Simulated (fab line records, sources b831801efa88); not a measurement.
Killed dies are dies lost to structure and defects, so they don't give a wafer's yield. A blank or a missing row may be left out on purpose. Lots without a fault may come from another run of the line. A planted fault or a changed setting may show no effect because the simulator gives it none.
Which tool did it? | flow gf180mcu | 10 lots, 30 wafers sampled, at 5 steps of a route of 602

WHAT THE GAUGES READ, wafer by wafer
GF_V3_RS_MEAS_24: measures by four-point-probe.
lot  | measured     | on            | V3_W_RS (ohm/sq)
L569 | day 22 15:16 | film_metro-01 | 0.329 0.324 0.327
L578 | day 25 21:47 | film_metro-02 | 0.248 0.253 0.245 0.248 0.253 0.246
L579 | day 26 03:35 | film_metro-02 | 0.254 0.248 0.248 0.253 0.248 0.248
L581 | day 27 00:47 | film_metro-01 | 0.333 0.330 0.331
L583 | day 27 16:14 | film_metro-04 | 0.335 0.336 0.336
L586 | day 28 05:14 | film_metro-02 | 0.324 0.329 0.327
L587 | day 28 07:53 | film_metro-02 | 0.326 0.324 0.326
L588 | day 28 14:41 | film_metro-04 | 0.326 0.327 0.327
L590 | day 29 07:46 | film_metro-04 | 0.316 0.327 0.318
L591 | day 29 20:02 | film_metro-02 | 0.329 0.333 0.334

GF_V3_THK_MEAS_25: measures by xrf.
lot  | measured     | on            | V3_W_THK (nm)
L569 | day 22 15:23 | film_metro-01 | 353 357 356
L578 | day 26 00:37 | film_metro-02 | 475 465 484 477 468 484
L579 | day 26 05:49 | film_metro-02 | 467 479 476 463 477 482
L581 | day 27 00:55 | film_metro-01 | 343 350 346
L583 | day 27 16:20 | film_metro-04 | 343 344 343
L586 | day 28 05:22 | film_metro-02 | 365 358 360
L587 | day 28 08:00 | film_metro-02 | 361 363 360
L588 | day 28 14:47 | film_metro-04 | 356 354 355
L590 | day 29 07:53 | film_metro-04 | 367 355 367
L591 | day 29 20:08 | film_metro-02 | 358 352 352

WHICH TOOL RAN EACH LOT (tool, then ch and the chambers of the sampled wafers, then the start)
lot  | GF_V3_CMP_04                  | GF_V3_STRIP_18                       | GF_V3_CVD_23
L569 | cmp-02 ch 0,1, day 21 13:59   | plasma_asher-01 ch 0,1, day 22 14:29 | cvd_w-02 ch 0,1, day 22 15:10
L578 | cmp-02 ch 0,1,3, day 24 23:26 | plasma_asher-01 ch 0,1, day 25 21:02 | cvd_w-01 ch 0,1, day 25 21:41
L579 | cmp-01 ch 0,1,2, day 25 04:46 | plasma_asher-04 ch 0,1, day 26 02:50 | cvd_w-01 ch 0,1, day 26 03:28
L581 | cmp-01 ch 1,2, day 26 02:29   | plasma_asher-03 ch 0,1, day 27 00:02 | cvd_w-02 ch 0,1, day 27 00:41
L583 | cmp-01 ch 0,1,2, day 26 18:14 | plasma_asher-01 ch 0,1, day 27 15:28 | cvd_w-02 ch 0,1, day 27 16:07
L586 | cmp-02 ch 1,2,3, day 27 07:32 | plasma_asher-01 ch 0,1, day 28 04:29 | cvd_w-02 ch 0,1, day 28 05:08
L587 | cmp-01 ch 1,2, day 27 11:30   | plasma_asher-04 ch 0,1, day 28 07:05 | cvd_w-02 ch 0,1, day 28 07:46
L588 | cmp-02 ch 0,2,3, day 27 17:30 | plasma_asher-04 ch 0,1, day 28 13:53 | cvd_w-02 ch 0,1, day 28 14:33
L590 | cmp-02 ch 1,2,3, day 28 11:29 | plasma_asher-04 ch 0,1, day 29 06:59 | cvd_w-01 ch 0,1, day 29 07:39
L591 | cmp-01 ch 1,2,3, day 29 00:22 | plasma_asher-03 ch 1, day 29 19:14   | cvd_w-02 ch 0,1, day 29 19:54
- GF_V3_CMP_04: polishes SiO2.
- GF_V3_STRIP_18: strips in O2/N2.
- GF_V3_CVD_23: deposits W, target thk 350 nm, time 104.9 s.

WHAT THE TOOLS THEMSELVES READ (means of the sampled wafers that have a number; where no wafer has one, the mark that the record gives instead)
GF_V3_CMP_04.
lot  | tool   | motor_current_A (A) | time_to_endpoint_s (s)
L569 | cmp-02 | 11.9                | 79
L578 | cmp-02 | 12.5                | 76
L579 | cmp-01 | 12.5                | 69
L581 | cmp-01 | 13.5                | 73
L583 | cmp-01 | 13.3                | 73
L586 | cmp-02 | 11.5                | 79
L587 | cmp-01 | 12.5                | 78
L588 | cmp-02 | 11.7                | 80
L590 | cmp-02 | 11.4                | 79
L591 | cmp-01 | 12.4                | 76

GF_V3_STRIP_18.
lot  | tool            | drypump_motor_current_A (A) | heater_power_w (W) | oes_product_au (a.u.)
L569 | plasma_asher-01 | 5.8                         | 326                | 0.594
L578 | plasma_asher-01 | 5.8                         | 328                | 0.595
L579 | plasma_asher-04 | 5.8                         | 335                | 0.590
L581 | plasma_asher-03 | 6.2                         | 329                | 0.591
L583 | plasma_asher-01 | 5.6                         | 349                | 0.593
L586 | plasma_asher-01 | 5.8                         | 325                | 0.590
L587 | plasma_asher-04 | 5.8                         | 340                | 0.587
L588 | plasma_asher-04 | 5.8                         | 332                | 0.594
L590 | plasma_asher-04 | 5.7                         | 334                | 0.593
L591 | plasma_asher-03 | 6.4                         | 333                | 0.586

GF_V3_CVD_23.
lot  | tool     | heater_power_w (W) | susceptor_temp_C (C)
L569 | cvd_w-02 | 838                | 399.92
L578 | cvd_w-01 | 933                | 414.76
L579 | cvd_w-01 | 939                | 414.54
L581 | cvd_w-02 | 843                | 399.87
L583 | cvd_w-02 | 839                | 400.35
L586 | cvd_w-02 | 857                | 399.88
L587 | cvd_w-02 | 855                | 399.94
L588 | cvd_w-02 | 854                | 400.01
L590 | cvd_w-01 | 878                | 400.04
L591 | cvd_w-02 | 850                | 399.61

THE ANSWER, worked out from the rows above alone
Rule: what is usual is taken from the lots themselves. Put in order of their means at a reading, lots are off if they are a third of the lots or fewer, leave a main group of 4 or more, and stand apart from it by a gap of 3 or more times the standard deviation of the main group's means; of several such gaps the widest counts. A main group whose means are all the same, to the digits that the tables above print for the reading, isn't used. A lot without any number at a reading at which 4 lots or more have one is off too. The other lots that the step has rows for count as sound. The gauges are gone through in route order, then the tools' own readings, and for those a lot's mean is taken as printed above. The first step at which some lot is off is used, and at that step the reading that is off furthest; a lot without a number counts as furthest.
Off: L578, L579, at GF_V3_RS_MEAS_24 (V3_W_RS). The main group: mean 0.328 ohm/sq, standard deviation 0.0044.
A tool fits if, at a process step before that reading, it ran every lot that is off, and no sound lot after the first of them. The gauges at GF_V3_RS_MEAS_24 aren't tried: what is off there is off at GF_V3_CVD_23 too, on other tools, and a gauge's error can't cause that. None of those tried fits.

WHAT THE SIMULATOR HAD PUT IN
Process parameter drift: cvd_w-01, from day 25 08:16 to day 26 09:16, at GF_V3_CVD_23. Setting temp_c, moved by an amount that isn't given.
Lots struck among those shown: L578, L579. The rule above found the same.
